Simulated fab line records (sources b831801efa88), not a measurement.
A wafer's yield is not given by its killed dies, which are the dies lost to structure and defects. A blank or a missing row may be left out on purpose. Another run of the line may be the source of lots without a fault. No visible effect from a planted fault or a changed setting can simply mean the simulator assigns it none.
fab line records + flow gf180mcu
record:
- lots: 11
- wafers: 33
- last-day: 34
route steps=602 shown NSD@244 PSD@263 V1@340 M2@366
lots untouched by any fault: they come from a run of this same line in which no faults occurred
start-h: hours from the record's first day to the start of the lot's first wafer shown + wait-h: how many hours have passed since the lot's step before this one + " the same as in the row above + L1.1+2: several wafers, shown together as one row + - either no value or no given start + * or withheld: withheld + < > ~ a bound
route shown NAME@n: names a module that has steps shown in the file, with the first one's number in the route + usual: average and standard deviation across the fault-free wafers + same: alike in all rows + chamber/n: place in a boat + sites: per-site readings + _std_site: their standard deviation + _edge_site: inner sites' mean taken away from outer sites' mean + radius-mm: for every site, how far away it sits from the centre of the wafer + mask NAME#n: copy n + behind: tool/chamber where the wafer was last shaped + hold: reason for holding the lot/hours on hold/outcome of the hold + device: the transistor (n, p or np) that didn't switch + end of line: tests of these same wafers at the route's end + a step with no rows: only its recipe + killed: count of dies lost to structure and defects at first sort (not the wafer's yield) + map: a wafer's dies, x killed, . not, _ none there
set.NAME: setting as actually run; set.NAME@STEP: the setting as run at that earlier step + model.NAME: the simulator's own value behind a step, which no gauge read
the route's steps for a sample of lots (tables are steps, rows are wafers)
services: when a tool's chamber went out of use (start-h, in hours from the record's first day, below 0 if earlier), for how many hours, and the reason
== steps ==
step: GF_NSD_IMPLANT_09
recipe:
- species: As
- energy-kev: 60
- dose-cm2: 4e+15
- tilt-deg: 7
usual:
- beam-energy-keV: 60.002/0.018
| lot.wafer | tool         | chamber | start-h | wait-h | beam-energy-keV |
|-----------|--------------|---------|---------|--------|-----------------|
| L719.1    | implanter-02 | 0       | 296.40  | 0.0    | 59.986          |
| L719.2    | "            | 0       | "       | "      | 60.006          |
| L719.6    | "            | 0       | "       | "      | 59.973          |
| L720.1    | implanter-02 | 0       | 302.54  | 0.0    | 59.995          |
| L720.2    | "            | 0       | "       | "      | 59.967          |
| L720.4    | "            | 0       | "       | "      | 59.982          |
| L723.4    | implanter-02 | 0       | 336.34  | 0.1    | 59.997          |
| L723.5    | "            | 0       | "       | "      | 59.998          |
| L723.6    | "            | 0       | "       | "      | 59.991          |
| L726.2    | implanter-02 | 0       | 354.62  | 0.0    | 60.006          |
| L726.3    | "            | 0       | "       | "      | 60.031          |
| L726.4    | "            | 0       | "       | "      | 60.004          |
| L728.1    | implanter-01 | 0       | 379.15  | 0.0    | 59.990          |
| L728.4    | "            | 0       | "       | "      | 59.984          |
| L728.5    | "            | 0       | "       | "      | 60.010          |
| L731.1    | implanter-03 | 0       | 401.68  | 0.0    | 59.984          |
| L731.4    | "            | 0       | "       | "      | 60.012          |
| L731.5    | "            | 0       | "       | "      | 59.994          |
| L734.1    | implanter-02 | 0       | 424.43  | 0.0    | 78.162          |
| L734.2    | "            | 0       | "       | "      | 78.163          |
| L734.6    | "            | 0       | "       | "      | 78.165          |
| L735.2    | implanter-03 | 0       | 430.22  | 0.0    | 60.006          |
| L735.5    | "            | 0       | "       | "      | 60.003          |
| L735.6    | "            | 0       | "       | "      | 59.976          |
| L737.3    | implanter-02 | 0       | 445.97  | 0.1    | 78.171          |
| L737.5    | "            | 0       | "       | "      | 78.186          |
| L737.6    | "            | 0       | "       | "      | 78.153          |
| L738.2    | implanter-01 | 0       | 453.59  | 0.0    | 59.987          |
| L738.3    | "            | 0       | "       | "      | 60.011          |
| L738.5    | "            | 0       | "       | "      | 59.997          |
| L742.1    | implanter-01 | 0       | 487.90  | 0.0    | 59.980          |
| L742.4    | "            | 0       | "       | "      | 60.009          |
| L742.6    | "            | 0       | "       | "      | 60.000          |
step: GF_NSD_STRIP_11
recipe:
- chemistry: O2/N2
- power-w: 1400
- pressure-mtorr: 1500
- platen-temp-c: 250
- o2-flow-sccm: 3000
- n2-flow-sccm: 300
- overash-fraction: 0.5
usual:
- drypump-motor-current-A: 5.5/0.39
- heater-power-w: 326/38
- oes-product-au: 0.487/0.0038
- strip-time-to-endpoint-s: 22.97/0.035
| lot.wafer | tool            | chamber | start-h | wait-h | drypump-motor-current-A | heater-power-w | oes-product-au | rf-hours-counter-h | strip-time-to-endpoint-s |
|-----------|-----------------|---------|---------|--------|-------------------------|----------------|----------------|--------------------|--------------------------|
| L719.1    | plasma-asher-01 | 1       | 296.70  | 0.1    | 6.1                     | 309            | 0.483          | 67                 | 22.97                    |
| L719.2    | "               | 0       | "       | "      | 5.0                     | 271            | 0.485          | 67                 | 22.96                    |
| L719.6    | "               | 1       | "       | "      | 6.1                     | 317            | 0.486          | -                  | 22.99                    |
| L720.1    | plasma-asher-01 | 0       | 302.84  | 0.1    | 5.0                     | 277            | 0.488          | 67                 | 22.98                    |
| L720.2    | "               | 1       | "       | "      | 6.1                     | 308            | 0.481          | 67                 | 22.96                    |
| L720.4    | "               | 0       | "       | "      | 5.0                     | 269            | 0.486          | -                  | 22.99                    |
| L723.4    | plasma-asher-01 | 1       | 336.60  | 0.1    | 6.1                     | 308            | 0.481          | -                  | 22.98                    |
| L723.5    | "               | 0       | "       | "      | 5.0                     | 272            | 0.490          | -                  | 22.96                    |
| L723.6    | "               | 1       | "       | "      | 6.0                     | 316            | 0.485          | -                  | 23.02                    |
| L726.2    | plasma-asher-02 | 1       | 354.90  | 0.1    | 5.2                     | 362            | 0.488          | 59                 | 22.97                    |
| L726.3    | "               | 0       | "       | "      | 5.5                     | 371            | 0.486          | -                  | 23.02                    |
| L726.4    | "               | 1       | "       | "      | 5.2                     | 363            | 0.489          | -                  | 22.99                    |
| L728.1    | plasma-asher-02 | 0       | 379.45  | 0.1    | 5.6                     | 361            | 0.490          | 61                 | 22.92                    |
| L728.4    | "               | 0       | "       | "      | 5.6                     | 366            | 0.482          | -                  | 22.90                    |
| L728.5    | "               | 0       | "       | "      | 5.6                     | 366            | 0.484          | -                  | 22.95                    |
| L731.1    | plasma-asher-01 | 1       | 401.98  | 0.1    | 6.1                     | 315            | 0.482          | 77                 | 22.91                    |
| L731.4    | "               | 0       | "       | "      | 5.0                     | 278            | 0.485          | -                  | 22.94                    |
| L731.5    | "               | 1       | "       | "      | 6.1                     | 312            | 0.489          | -                  | 22.94                    |
| L734.1    | plasma-asher-01 | 0       | 424.73  | 0.1    | 5.0                     | 275            | 0.461          | 80                 | 25.55                    |
| L734.2    | "               | 1       | "       | "      | 6.1                     | 308            | 0.469          | 80                 | 25.56                    |
| L734.6    | "               | 1       | "       | "      | 6.1                     | 307            | 0.461          | -                  | 25.56                    |
| L735.2    | plasma-asher-02 | 1       | 430.50  | 0.1    | 5.3                     | 365            | 0.485          | 65                 | 22.95                    |
| L735.5    | "               | 1       | "       | "      | 5.2                     | 359            | 0.483          | -                  | 22.96                    |
| L735.6    | "               | 0       | "       | "      | 5.5                     | 374            | 0.481          | -                  | 22.94                    |
| L737.3    | plasma-asher-02 | 0       | 446.25  | 0.1    | 5.6                     | 359            | 0.457          | -                  | 25.48                    |
| L737.5    | "               | 0       | "       | "      | 5.6                     | 363            | 0.460          | -                  | 25.48                    |
| L737.6    | "               | 1       | "       | "      | 5.2                     | 371            | 0.460          | -                  | 25.44                    |
| L738.2    | plasma-asher-02 | 1       | 453.87  | 0.1    | 5.2                     | 360            | 0.485          | 68                 | 23.00                    |
| L738.3    | "               | 1       | "       | "      | 5.2                     | 365            | 0.483          | -                  | 22.99                    |
| L738.5    | "               | 0       | "       | "      | 5.5                     | 368            | 0.487          | -                  | 23.01                    |
| L742.1    | plasma-asher-01 | 0       | 488.20  | 0.1    | 5.0                     | 273            | 0.485          | 86                 | 22.92                    |
| L742.4    | "               | 0       | "       | "      | 5.0                     | 271            | 0.484          | -                  | 22.94                    |
| L742.6    | "               | 0       | "       | "      | 5.0                     | 277            | 0.483          | -                  | 22.95                    |
step: GF_NSD_TW_MEAS_12
usual:
- NSD_TW: 4234/42
| lot.wafer | tool          | chamber | start-h | wait-h | NSD_TW |
|-----------|---------------|---------|---------|--------|--------|
| L719.1    | film-metro-03 | -       | 296.80  | 0.1    | 4285   |
| L719.2    | "             | -       | "       | "      | 4282   |
| L719.6    | "             | -       | "       | "      | 4275   |
| L720.1    | film-metro-02 | -       | 302.94  | 0.1    | 4264   |
| L720.2    | "             | -       | "       | "      | 4277   |
| L720.4    | "             | -       | "       | "      | 4243   |
| L723.4    | film-metro-04 | -       | 336.70  | 0.1    | 4191   |
| L723.5    | "             | -       | "       | "      | 4215   |
| L723.6    | "             | -       | "       | "      | 4206   |
| L726.2    | film-metro-03 | -       | 355.01  | 0.1    | 4228   |
| L726.3    | "             | -       | "       | "      | 4228   |
| L726.4    | "             | -       | "       | "      | 4222   |
| L728.1    | film-metro-03 | -       | 379.55  | 0.1    | 4258   |
| L728.4    | "             | -       | "       | "      | 4255   |
| L728.5    | "             | -       | "       | "      | 4258   |
| L731.1    | film-metro-03 | -       | 402.08  | 0.1    | 4230   |
| L731.4    | "             | -       | "       | "      | 4217   |
| L731.5    | "             | -       | "       | "      | 4245   |
| L734.1    | film-metro-04 | -       | 424.83  | 0.1    | 4404   |
| L734.2    | "             | -       | "       | "      | 4403   |
| L734.6    | "             | -       | "       | "      | 4416   |
| L735.2    | film-metro-04 | -       | 430.61  | 0.1    | 4163   |
| L735.5    | "             | -       | "       | "      | 4161   |
| L735.6    | "             | -       | "       | "      | 4157   |
| L737.3    | film-metro-04 | -       | 446.34  | 0.1    | 4421   |
| L737.5    | "             | -       | "       | "      | 4461   |
| L737.6    | "             | -       | "       | "      | 4411   |
| L738.2    | film-metro-02 | -       | 453.98  | 0.1    | 4250   |
| L738.3    | "             | -       | "       | "      | 4262   |
| L738.5    | "             | -       | "       | "      | 4257   |
| L742.1    | film-metro-02 | -       | 488.30  | 0.1    | 4241   |
| L742.4    | "             | -       | "       | "      | 4251   |
| L742.6    | "             | -       | "       | "      | 4236   |
step: GF_PSD_RS_MEAS_14
recipe:
- thk-meas-gauge: four-point-probe
usual:
- NSD_RS: 46.11/0.084
| lot.wafer | tool          | chamber | start-h | wait-h | NSD_RS[ohm/sq] |
|-----------|---------------|---------|---------|--------|----------------|
| L719.1    | film-metro-02 | -       | 317.39  | 0.1    | 46.18          |
| L719.2    | "             | -       | "       | "      | 46.16          |
| L719.6    | "             | -       | "       | "      | 46.11          |
| L720.1    | film-metro-04 | -       | 323.82  | 0.1    | 46.19          |
| L720.2    | "             | -       | "       | "      | 46.18          |
| L720.4    | "             | -       | "       | "      | 46.22          |
| L723.4    | film-metro-03 | -       | 358.73  | 0.1    | 46.07          |
| L723.5    | "             | -       | "       | "      | 45.94          |
| L723.6    | "             | -       | "       | "      | 45.96          |
| L726.2    | film-metro-03 | -       | 377.62  | 0.1    | 46.11          |
| L726.3    | "             | -       | "       | "      | 45.99          |
| L726.4    | "             | -       | "       | "      | 46.21          |
| L728.1    | film-metro-02 | -       | 403.24  | 0.1    | 46.03          |
| L728.4    | "             | -       | "       | "      | 46.06          |
| L728.5    | "             | -       | "       | "      | 46.07          |
| L731.1    | film-metro-04 | -       | 426.01  | 0.1    | 46.31          |
| L731.4    | "             | -       | "       | "      | 46.24          |
| L731.5    | "             | -       | "       | "      | 46.20          |
| L734.1    | film-metro-03 | -       | 449.87  | 0.1    | 41.43          |
| L734.2    | "             | -       | "       | "      | 41.60          |
| L734.6    | "             | -       | "       | "      | 41.58          |
| L735.2    | film-metro-02 | -       | 455.53  | 0.1    | 46.12          |
| L735.5    | "             | -       | "       | "      | 46.07          |
| L735.6    | "             | -       | "       | "      | 46.13          |
| L737.3    | film-metro-02 | -       | 470.93  | 0.1    | 41.64          |
| L737.5    | "             | -       | "       | "      | 41.69          |
| L737.6    | "             | -       | "       | "      | 41.62          |
| L738.2    | film-metro-04 | -       | 478.54  | 0.1    | 46.23          |
| L738.3    | "             | -       | "       | "      | 45.98          |
| L738.5    | "             | -       | "       | "      | 46.20          |
| L742.1    | film-metro-03 | -       | 512.29  | 0.1    | 46.01          |
| L742.4    | "             | -       | "       | "      | 46.04          |
| L742.6    | "             | -       | "       | "      | 46.01          |
step: GF_PSD_RS_MEAS_15
recipe:
- thk-meas-gauge: four-point-probe
usual:
- PSD_RS: 108.51/0.29
| lot.wafer | tool          | chamber | start-h | wait-h | PSD_RS[ohm/sq] |
|-----------|---------------|---------|---------|--------|----------------|
| L719.1    | film-metro-02 | -       | 317.51  | 0.1    | 108.87         |
| L719.2    | "             | -       | "       | "      | 108.58         |
| L719.6    | "             | -       | "       | "      | 108.94         |
| L720.1    | film-metro-04 | -       | 323.94  | 0.1    | 109.19         |
| L720.2    | "             | -       | "       | "      | 109.09         |
| L720.4    | "             | -       | "       | "      | 109.01         |
| L723.4    | film-metro-03 | -       | 358.85  | 0.1    | 108.47         |
| L723.5    | "             | -       | "       | "      | 107.81         |
| L723.6    | "             | -       | "       | "      | 108.46         |
| L726.2    | film-metro-03 | -       | 377.74  | 0.1    | 108.25         |
| L726.3    | "             | -       | "       | "      | 108.01         |
| L726.4    | "             | -       | "       | "      | 108.14         |
| L728.1    | film-metro-02 | -       | 403.36  | 0.1    | 108.06         |
| L728.4    | "             | -       | "       | "      | 108.46         |
| L728.5    | "             | -       | "       | "      | 108.24         |
| L731.1    | film-metro-04 | -       | 426.13  | 0.1    | 109.23         |
| L731.4    | "             | -       | "       | "      | 109.03         |
| L731.5    | "             | -       | "       | "      | 108.71         |
| L734.1    | film-metro-03 | -       | 449.99  | 0.1    | 108.13         |
| L734.2    | "             | -       | "       | "      | 108.66         |
| L734.6    | "             | -       | "       | "      | 108.37         |
| L735.2    | film-metro-02 | -       | 455.65  | 0.1    | 108.65         |
| L735.5    | "             | -       | "       | "      | 108.68         |
| L735.6    | "             | -       | "       | "      | 108.50         |
| L737.3    | film-metro-02 | -       | 471.05  | 0.1    | 108.16         |
| L737.5    | "             | -       | "       | "      | 108.30         |
| L737.6    | "             | -       | "       | "      | 108.24         |
| L738.2    | film-metro-04 | -       | 478.66  | 0.1    | 108.42         |
| L738.3    | "             | -       | "       | "      | 108.39         |
| L738.5    | "             | -       | "       | "      | 108.73         |
| L742.1    | film-metro-03 | -       | 512.41  | 0.1    | 107.97         |
| L742.4    | "             | -       | "       | "      | 108.13         |
| L742.6    | "             | -       | "       | "      | 107.97         |
step: GF_V1_BOW_MEAS_05
recipe:
- mode: bow
usual:
- V1_BOW: 82/6.9
| lot.wafer | tool          | chamber | start-h | wait-h | V1_BOW[um] |
|-----------|---------------|---------|---------|--------|------------|
| L719.1    | film-metro-03 | -       | 386.48  | 0.1    | 88         |
| L719.2    | "             | -       | "       | "      | 82         |
| L719.6    | "             | -       | "       | "      | 99         |
| L720.1    | film-metro-04 | -       | 394.97  | 0.1    | 86         |
| L720.2    | "             | -       | "       | "      | 90         |
| L720.4    | "             | -       | "       | "      | 75         |
| L723.4    | film-metro-03 | -       | 433.05  | 0.3    | 89         |
| L723.5    | "             | -       | "       | "      | 86         |
| L723.6    | "             | -       | "       | "      | 89         |
| L726.2    | film-metro-01 | -       | 454.15  | 0.2    | 81         |
| L726.3    | "             | -       | "       | "      | 92         |
| L726.4    | "             | -       | "       | "      | 93         |
| L728.1    | film-metro-04 | -       | 480.59  | 0.2    | 84         |
| L728.4    | "             | -       | "       | "      | 75         |
| L728.5    | "             | -       | "       | "      | 74         |
| L731.1    | film-metro-04 | -       | 504.91  | 0.2    | 77         |
| L731.4    | "             | -       | "       | "      | 78         |
| L731.5    | "             | -       | "       | "      | 76         |
| L734.1    | film-metro-03 | -       | 526.78  | 0.1    | 85         |
| L734.2    | "             | -       | "       | "      | 88         |
| L734.6    | "             | -       | "       | "      | 85         |
| L735.2    | film-metro-03 | -       | 530.99  | 0.3    | 77         |
| L735.5    | "             | -       | "       | "      | 81         |
| L735.6    | "             | -       | "       | "      | 79         |
| L737.3    | film-metro-01 | -       | 546.11  | 0.3    | 82         |
| L737.5    | "             | -       | "       | "      | 95         |
| L737.6    | "             | -       | "       | "      | 102        |
| L738.2    | film-metro-03 | -       | 552.12  | 0.2    | 89         |
| L738.3    | "             | -       | "       | "      | 88         |
| L738.5    | "             | -       | "       | "      | 88         |
| L742.1    | film-metro-04 | -       | 584.18  | 0.1    | 86         |
| L742.4    | "             | -       | "       | "      | 65         |
| L742.6    | "             | -       | "       | "      | 95         |
step: GF_M2_SPUTTER_04
recipe:
- material: TiN
- target-thk-nm: 50
- power-w: 6500
- time-s: 41.7
- chamber-pressure-pa: 0.4
usual:
- chamber-pressure-pa: 0.3999/0.00077
- throttle-valve-pct: 30.1/0.69
| lot.wafer | tool           | chamber | start-h | wait-h | chamber-pressure-pa | throttle-valve-pct |
|-----------|----------------|---------|---------|--------|---------------------|--------------------|
| L719.1    | pvd-sputter-03 | -       | 411.69  | 0.0    | 0.3999              | 29.3               |
| L719.2    | "              | -       | "       | "      | 0.4002              | 30.4               |
| L719.6    | "              | -       | "       | "      | 0.4001              | 28.9               |
| L720.1    | pvd-sputter-04 | -       | 419.82  | 0.0    | 0.3990              | 30.7               |
| L720.2    | "              | -       | "       | "      | 0.4012              | 30.7               |
| L720.4    | "              | -       | "       | "      | 0.4003              | 31.7               |
| L723.4    | pvd-sputter-03 | -       | 459.14  | 0.0    | 0.4015              | 30.3               |
| L723.5    | "              | -       | "       | "      | 0.3997              | 29.5               |
| L723.6    | "              | -       | "       | "      | 0.4004              | 29.1               |
| L726.2    | pvd-sputter-03 | -       | 480.18  | 0.0    | 0.4017              | 30.3               |
| L726.3    | "              | -       | "       | "      | 0.4001              | 29.8               |
| L726.4    | "              | -       | "       | "      | 0.3991              | 29.2               |
| L728.1    | pvd-sputter-01 | -       | 505.91  | 0.0    | 0.3997              | 30.4               |
| L728.4    | "              | -       | "       | "      | 0.4001              | 29.8               |
| L728.5    | "              | -       | "       | "      | 0.3993              | 30.8               |
| L731.1    | pvd-sputter-04 | -       | 529.89  | 0.0    | 0.4002              | 31.9               |
| L731.4    | "              | -       | "       | "      | 0.3999              | 31.3               |
| L731.5    | "              | -       | "       | "      | 0.3996              | 30.7               |
| L734.1    | pvd-sputter-01 | -       | 550.21  | 0.0    | 0.3999              | 29.7               |
| L734.2    | "              | -       | "       | "      | 0.3990              | 29.9               |
| L734.6    | "              | -       | "       | "      | 0.4007              | 29.9               |
| L735.2    | pvd-sputter-01 | -       | 554.78  | 0.0    | 0.3986              | 29.6               |
| L735.5    | "              | -       | "       | "      | 0.4002              | 30.4               |
| L735.6    | "              | -       | "       | "      | 0.4003              | 30.0               |
| L737.3    | pvd-sputter-04 | -       | 570.23  | 0.0    | 0.4001              | 30.6               |
| L737.5    | "              | -       | "       | "      | 0.4013              | 31.0               |
| L737.6    | "              | -       | "       | "      | 0.3995              | 30.7               |
| L738.2    | pvd-sputter-03 | -       | 575.26  | 0.0    | 0.3986              | 29.0               |
| L738.3    | "              | -       | "       | "      | 0.3991              | 29.7               |
| L738.5    | "              | -       | "       | "      | 0.4004              | 29.0               |
| L742.1    | pvd-sputter-03 | -       | 607.30  | 0.0    | 0.3995              | 30.2               |
| L742.4    | "              | -       | "       | "      | 0.4009              | 29.4               |
| L742.6    | "              | -       | "       | "      | 0.3998              | 30.2               |
== services ==
| tool            | chamber | start-h | hours | kind   |
|-----------------|---------|---------|-------|--------|
| implanter-01    | -       | 280.61  | 2.9   | repair |
| implanter-01    | -       | 281.21  | 5.9   | repair |
| pvd-sputter-03  | -       | 301.32  | 4.5   | repair |
| pvd-sputter-04  | -       | 312.23  | 1.7   | repair |
| implanter-02    | -       | 320.26  | 5.3   | repair |
| implanter-01    | -       | 321.67  | 1.6   | repair |
| plasma-asher-01 | -       | 328.43  | 2.8   | pm     |
| implanter-02    | -       | 341.86  | 2.8   | repair |
| pvd-sputter-04  | -       | 392.12  | 0.5   | repair |
| plasma-asher-02 | -       | 411.97  | 14.6  | pm     |
| pvd-sputter-03  | -       | 446.09  | 1.4   | repair |
| implanter-02    | -       | 453.30  | 20.8  | repair |
| plasma-asher-02 | -       | 455.97  | 2.8   | pm     |
| pvd-sputter-03  | -       | 468.45  | 3.9   | repair |
| implanter-01    | -       | 478.91  | 4.4   | repair |
| implanter-01    | -       | 501.72  | 2.6   | repair |
| implanter-02    | -       | 520.93  | 3.1   | repair |
| pvd-sputter-01  | -       | 526.01  | 9.5   | repair |
| pvd-sputter-04  | -       | 549.83  | 3.3   | repair |
| pvd-sputter-04  | -       | 571.33  | 2.6   | repair |
| plasma-asher-02 | -       | 579.63  | 3.3   | repair |
| plasma-asher-01 | -       | 588.10  | 2.2   | repair |
| pvd-sputter-01  | -       | 597.20  | 0.5   | repair |
| plasma-asher-02 | -       | 600.10  | 4.6   | repair |
== key ==
first-sign:
- step: GF_NSD_IMPLANT_09
- reading: beam-energy-keV
- direction: up
- sigmas: 99+
- usual: 60.002
- struck: 78.167
effect:
- step: GF_NSD_STRIP_11
- reading: strip-time-to-endpoint-s
- direction: up
- sigmas: 72
- usual: *
- struck: *
effect:
- step: GF_NSD_TW_MEAS_12
- reading: NSD_TW
- direction: up
- sigmas: 4.4
- usual: 4234
- struck: 4419
effect:
- step: GF_PSD_RS_MEAS_14
- reading: NSD_RS
- direction: down
- sigmas: 54
- usual: 46.11
- struck: 41.59
met-at GF_NSD_IMPLANT_09
struck-lots L734,L737
tester-left-out L734,L737
not-acting-at GF_PSD_RS_MEAS_15,GF_V1_BOW_MEAS_05,GF_M2_SPUTTER_04
onset-between 354.62 424.43
fault:
- kind: process-parameter-drift
- tool: implanter-02
- chamber: -
- onset-h: 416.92
- steps: GF_NSD_IMPLANT_09
- channel: energy-kev
- offset: 18.159
- shape: step
- end-h: 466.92
- acts-in: these-recipes-only
- stated: 60
tester-left-out: of these lots the tester's yield and bins aren't shown, on N5 and GAA mostly nor the transistor test; their killed dies are dies lost to structure and defects alone, not to doping, threshold or leakage, so they don't give the yield
